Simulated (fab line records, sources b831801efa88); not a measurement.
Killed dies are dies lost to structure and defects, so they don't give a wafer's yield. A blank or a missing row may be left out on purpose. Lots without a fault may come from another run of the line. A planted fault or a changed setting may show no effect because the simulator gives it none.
Split-lot experiment | flow sky130 | 5 lots, 23 wafers read, on a route of 708 steps

THE SPLIT
At SKY_PASSIVATION_COAT_06 (resist thk 3000 nm), the setting spin_rpm was moved away from the recipe's 2000 rpm on 5 of the 23 wafers read, by +1.9% to +7.3%. The other wafers ran this setting at the recipe's value.

FROM THE SPLIT TO THE READING: what the file shows between them, 4 steps
- SKY_PASSIVATION_SOFTBAKE_07
- SKY_PASSIVATION_EXPOSE_08: exposes mask NSM, target cd 3000 nm
- SKY_PASSIVATION_PEB_09
- SKY_PASSIVATION_DEVELOP_10: develop time 60 s

THE READING
coat_of_PASSIVATION_COAT_06.thk_nm (the simulator's own value, which no gauge read), in nm, at SKY_PASSIVATION_ETCH_11 (etches the open film in CF4/O2, stops on AlCu, target depth 725 nm, time 161.1 s). The file gives no usual value for it. The 18 wafers here that ran the recipe average 2518 nm, standard deviation 8.3 nm.

wafer  | tool, chamber at the split | spin_rpm as run, rpm | against the recipe | coat_of_PASSIVATION_COAT_06.thk_nm, nm | against lot-mates on the recipe
L075.1 | litho_track-02, 0          | 2147                 | +7.3%              | 2407                                   | -108
L075.2 | litho_track-02, 0          | 2000                 | recipe             | 2520                                   | -
L075.3 | litho_track-02, 0          | 2147                 | +7.3%              | 2410                                   | -105
L075.4 | litho_track-02, 0          | 2000                 | recipe             | 2510                                   | -
L075.6 | litho_track-02, 0          | 2147                 | +7.3%              | 2406                                   | -109
L078.1 | litho_track-04, 0          | 2000                 | recipe             | 2515                                   | -
L078.2 | litho_track-04, 0          | 2000                 | recipe             | 2528                                   | -
L078.3 | litho_track-04, 0          | 2000                 | recipe             | 2499                                   | -
L078.4 | litho_track-04, 0          | 2000                 | recipe             | 2519                                   | -
L078.6 | litho_track-04, 0          | 2000                 | recipe             | 2513                                   | -
L079.2 | litho_track-04, 0          | 2000                 | recipe             | 2511                                   | -
L079.3 | litho_track-04, 0          | 2000                 | recipe             | 2518                                   | -
L079.4 | litho_track-04, 0          | 2000                 | recipe             | 2507                                   | -
L079.5 | litho_track-04, 0          | 2000                 | recipe             | 2521                                   | -
L079.6 | litho_track-04, 0          | 2000                 | recipe             | 2529                                   | -
L080.1 | litho_track-01, 0          | 2000                 | recipe             | 2514                                   | -
L080.5 | litho_track-01, 0          | 2000                 | recipe             | 2508                                   | -
L080.6 | litho_track-01, 0          | 2000                 | recipe             | 2523                                   | -
L081.1 | litho_track-01, 0          | 2000                 | recipe             | 2528                                   | -
L081.6 | litho_track-01, 0          | 2000                 | recipe             | 2528                                   | -
L081.2 | litho_track-01, 0          | 2038                 | +1.9%              | 2497                                   | -30
L081.4 | litho_track-01, 0          | 2038                 | +1.9%              | 2494                                   | -33
L081.5 | litho_track-01, 0          | 2000                 | recipe             | 2525                                   | -

THE FIT
A straight line over all 23 wafers: coat_of_PASSIVATION_COAT_06.thk_nm changes by -14.9 nm for each +1% of spin_rpm; r = -0.98; the points scatter about the line by 8 nm.
The same after taking each lot's own level away (the mean of its wafers on the recipe; 23 wafers): -14.6 nm for each +1%; r = -0.98; scatter 6.7 nm.
On that fit, the largest move of spin_rpm shifts the reading by 1.1e+02 nm.
The lots' own levels span 2514.8 to 2527.0 nm, that is 1.5 times the standard deviation above.
So the lot-to-lot level changes the slope little: the two slopes agree.
Check: with one of the wafers moved furthest among these (+7.3%) left out of the fit, the line predicts -108 nm for it against its lot-mates. It came out at -108 nm against them.

OTHER SPLITS ON THESE WAFERS
These wafers also went through other splits before the reading. Each is held against what the fit with the lots' levels taken away leaves over:
other split on the same wafers  | wafers away from the commonest value | r with coat_of_PASSIVATION_COAT_06.thk_nm (lot level and that fit taken away)
SKY_CAP2M_COAT_07 spin_rpm      | 8                                    | +0.03
SKY_VIA4_DEVELOP_10 dev_temp_c  | 7                                    | +0.08
SKY_VIA4_CVD_18 temp_c          | 7                                    | -0.16
SKY_METAL5_METAL_ETCH_15 time_s | 8                                    | -0.17

THE WHOLE CHAIN: every reading that the file lists as answering this split, in the file's order
step                     | what it does                                                                     | reading                                                                             | change (the file's fit)              | r (the file's)
SKY_PASSIVATION_COAT_06  | resist thk 3000 nm                                                               | coat_of_PASSIVATION_COAT_06.thk_nm (the simulator's own value, which no gauge read) | -14.5 nm for each +1% of the setting | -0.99
SKY_PASSIVATION_ETCH_11  | etches the open film in CF4/O2, stops on AlCu, target depth 725 nm, time 161.1 s | coat_of_PASSIVATION_COAT_06.thk_nm (the simulator's own value, which no gauge read) | -14.8 nm for each +1% of the setting | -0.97
SKY_PASSIVATION_STRIP_12 | strips in O2/N2                                                                  | strip_time_to_endpoint_s                                                            | withheld for each +1% of the setting | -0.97

THE FILE'S OWN FIT
coat_of_PASSIVATION_COAT_06.thk_nm changes by -14.8 nm for each +1% of spin_rpm, r = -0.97.
